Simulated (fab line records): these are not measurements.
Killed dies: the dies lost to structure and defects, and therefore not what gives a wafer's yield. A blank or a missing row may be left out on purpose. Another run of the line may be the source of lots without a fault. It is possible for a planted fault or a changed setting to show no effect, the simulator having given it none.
Problem report in the 8D (eight disciplines) form, filled by code ; flow sky130 ; the parts of the form that need people (team, actions taken, sign-off) are left out

1. PROBLEM STATEMENT
At SKY_METAL3_ETCH_16, biasW averages 104.57 W over 2 wafers from 2 lots, while fault-free wafers read 99.99 W, standard deviation 0.3. That is +15 standard deviations from the usual mean.
The step: etches BARC in N2/H2, stops on SiO2, time 88.2 s, target depth 60 nm.
Seen first at day 40 15:46 on rieMetal-01, wafer L355.4. The record has a number at this step for 42 wafers belonging to 14 lots. By rule, "out" or "out of limits" means more than 4 standard deviations away from the usual mean. The other wafers with a number count as sound.

2. WHAT IT IS, AND WHAT IT ISN'T
question;is;is not
which readings at this step;biasW;drypumpMotorCurrentA, oesProductAu, throttleValvePct
which lots;L355, L356;L349, L353, L361, L363, L364, L365, L366, L367, L368, L369, L370, L371
which wafers of those lots;L355.4, L356.3;L355.2, L355.3, L356.2, L356.6
read on which tools;rieMetal-01;rieMetal-02, rieMetal-04
when;from day 40 15:46;"up to then (8 sound wafers); but 32 sound wafers of L356, L361, L363, L364, L365, L366, L367, L368, L369, L370, L371 came after"

3. SUSPECTS, AND WHAT RULES EACH OUT
Counting: if a tool at a process step up to the reading ran every lot that is out, it stays a suspect. Sound lots after the first of them don't rule it out here, since some wafers of a struck lot are sound.
- rieMetal-01 at SKY_METAL3_ETCH_16 (etches BARC in N2/H2, stops on SiO2, time 88.2 s, target depth 60 nm): kept. It processed each lot that is out (first: L355, day 40 15:46); up to then, its last sound lot is L353 (day 40 05:55). Out on those wafers are its own readings of biasW.
- At SKY_METAL3_ETCH_16 on rieMetal-01, chamber 1 took the sound wafers of the same lots and chamber 0 took the wafers that are out.
The count leaves rieMetal-01 at SKY_METAL3_ETCH_16.

4. THE CAUSE (what the simulator had put in)
rieMetal-01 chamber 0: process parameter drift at SKY_METAL3_ETCH_16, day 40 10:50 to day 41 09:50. A move of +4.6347 in setting biasW, from 100. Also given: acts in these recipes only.
Counting left only this tool.

5. THE CHAIN OF EFFECTS, in route order
Each row: a reading where the mean over the struck wafers with a number is more than 3 standard deviations away from the usual. Only readings for which the record gives a usual standard deviation are gone through. hours: the time from each lot's start at the first step in this table that gives one to its start at this step, as a median over the lots. sigmas: the change in usual standard deviations.
hours;step;reading;usual;on struck wafers;change;sigmas
0;SKY_METAL3_ETCH_16;biasW;99.99 W;104.57;+4.58;+15
Its process steps:
- SKY_METAL3_ETCH_16: etches BARC in N2/H2, stops on SiO2, time 88.2 s, target depth 60 nm.

6. WHAT WOULD HAVE CAUGHT IT SOONER
5 hours passed between the start of the fault at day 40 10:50 and the first reading out of limits in this record, taken at day 40 15:46.
